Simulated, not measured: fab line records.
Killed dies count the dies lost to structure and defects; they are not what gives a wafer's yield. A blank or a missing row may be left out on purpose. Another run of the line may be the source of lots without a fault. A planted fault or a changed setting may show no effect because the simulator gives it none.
2 desks looking at one fault	flow sky130	every desk sees just its own numbers, and what lay behind them comes last

== AT THE TOOL OWNER'S DESK: rie diel-04 ==
The tool's own readings at SKY_LI_CONTACT_ETCH_14 (etches BARC in N2/H2, stops on SiO2, time 45.9 s, target depth 60 nm): means of the sampled wafers that have a number, for each lot that ran on this tool. The brackets show how far a lot's mean lies from the usual mean; more than 4 standard deviations puts the lot out of limits, marked OUT.
Columns: A = bias w at SKY_LI_CONTACT_ETCH_14, usual 101.3 W; B = chamber pressure mTorr at SKY_LI_CONTACT_ETCH_14, usual 29.996 mTorr; C = drypump motor current A at SKY_LI_CONTACT_ETCH_14, usual 5.8 A; D = oes product au at SKY_LI_CONTACT_ETCH_14, usual 0.854 a.u.; E = run length s at SKY_LI_CONTACT_ETCH_14, usual 74.0 s; F = throttle valve pct at SKY_LI_CONTACT_ETCH_14, usual 13.224 %
lot	first seen here	A	B	C	D	E	F
L673	day 30 07:32	101.0	29.982	5.3	0.857	74.1	13.221
L684	day 34 12:06	101.3	29.986	5.6	0.855	73.7	13.224
L687	day 35 10:57	-	29.992	5.6	1.011 (+32) OUT	49.1 (-65) OUT	13.224
L689	day 35 16:53	-	29.998	5.5	1.010 (+32) OUT	48.8 (-66) OUT	13.239
This desk finds L687, L689 out of limits, L687 being first, at day 35 10:57 (oes product au at SKY_LI_CONTACT_ETCH_14). L673, L684 stayed within limits.

== THE METROLOGY DESK ==
Lot by lot, what the gauges showed, no matter which tool ran the lot: averages of those sampled wafers that carry a number. The brackets show how far a lot's mean lies from the usual mean; more than 4 standard deviations puts the lot out of limits, marked OUT.
Columns: A = CONTACT_W_THK at SKY_CONTACT_THK_MEAS_26, usual 348 nm
lot	first seen here	A
L670	day 31 07:38	350
L672	day 32 06:00	355
L673	day 32 17:47	350
L674	day 33 13:38	345
L678	day 34 18:58	339
L682	day 36 07:02	350
L684	day 36 20:56	355
L687	day 37 18:33	342
L689	day 38 01:00	342
L690	day 38 05:16	344
L691	day 38 08:41	344
This desk found nothing out of limits on any of the 11 lots.

== ALL TOGETHER ==
On L687, L689, at day 35 10:57, an alarm was possible from the tool owner's desk.
Nothing out of limits was seen by the metrology desk.
The metrology desk has L687, L689 on record, within its limits.
On rie diel-04, each named lot ran SKY_LI_CONTACT_ETCH_14.

== WHAT HAD BEEN PUT IN BY THE SIMULATOR ==
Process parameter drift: rie diel-04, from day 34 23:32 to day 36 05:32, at SKY_LI_CONTACT_ETCH_14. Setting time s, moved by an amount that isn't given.
Shown lots that were struck: L687, L689.
Each desk's first reading out of limits, in hours after the fault started: the tool owner's desk, 11.
